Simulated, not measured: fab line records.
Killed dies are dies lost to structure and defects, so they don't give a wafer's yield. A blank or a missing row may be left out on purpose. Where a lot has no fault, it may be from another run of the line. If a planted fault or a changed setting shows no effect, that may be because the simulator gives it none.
Which tool is to blame? / flow gf180mcu / route of 602 steps, sampled at 1 step: 14 lots, 42 wafers

## WHAT THE GAUGES SHOWED, per wafer
GF_M1_CD_MEAS_14: the cd target is 230 nm. Usual: cdNm 230.5 nm, standard deviation 1.3.
lot=L157; measured=day 18 00:22; on=cdSem-02; cdNm (nm)=229.8 231.4 230.8; flag=
lot=L159; measured=day 18 19:47; on=cdSem-01; cdNm (nm)=230.3 231.0 229.9; flag=
lot=L160; measured=day 19 05:02; on=cdSem-01; cdNm (nm)=230.7 229.2 230.8; flag=
lot=L161; measured=day 19 10:38; on=cdSem-01; cdNm (nm)=232.7 232.9 232.0; flag=
lot=L162; measured=day 20 03:14; on=cdSem-01; cdNm (nm)=229.5 228.4 228.9; flag=
lot=L163; measured=day 20 12:30; on=cdSem-02; cdNm (nm)=229.6 228.8 227.9; flag=
lot=L164; measured=day 20 23:05; on=cdSem-01; cdNm (nm)=231.0 230.2 230.7; flag=
lot=L165; measured=day 21 04:07; on=cdSem-02; cdNm (nm)=231.8 230.5 230.9; flag=
lot=L167; measured=day 21 20:28; on=cdSem-01; cdNm (nm)=229.9 229.3 228.8; flag=
lot=L168; measured=day 22 06:28; on=cdSem-01; cdNm (nm)=229.1 229.2 229.6; flag=
lot=L175; measured=day 24 11:43; on=cdSem-01; cdNm (nm)=232.8 232.6 232.1; flag=
lot=L176; measured=day 24 21:53; on=cdSem-01; cdNm (nm)=228.4 229.2 228.1; flag=
lot=L177; measured=day 25 02:40; on=cdSem-02; cdNm (nm)=230.0 229.8 229.3; flag=
lot=L178; measured=day 25 10:29; on=cdSem-02; cdNm (nm)=229.8 230.2 230.4; flag=

## TOOL THAT RAN EACH LOT (tool first, then ch and the chambers of the sampled wafers, then the start)
No process step before these readings appears in the record.

## WHAT THE TOOLS THEMSELVES READ (means of the sampled wafers that have a number; where no wafer has one, the mark that the record gives instead)
The record holds no such reading with a usual standard deviation.

## THE ANSWER, worked out from the rows above alone
Rule: take the mean of a lot's wafers that have a number; if it is more than 3 standard deviations from the usual mean, the lot is off. A lot without any number at a reading at which 4 lots or more have one is off too. All remaining lots with rows at the step are treated as sound. After the gauges, taken in route order, come the tools' own readings; for these a lot's mean is taken, as printed above. At the first step where some lot is off, the reading lying furthest off is the one used; lots without a number count as furthest.
Across all readings shown, no lot is off: no conclusion can be drawn from this.

## WHAT THE SIMULATOR PUT IN
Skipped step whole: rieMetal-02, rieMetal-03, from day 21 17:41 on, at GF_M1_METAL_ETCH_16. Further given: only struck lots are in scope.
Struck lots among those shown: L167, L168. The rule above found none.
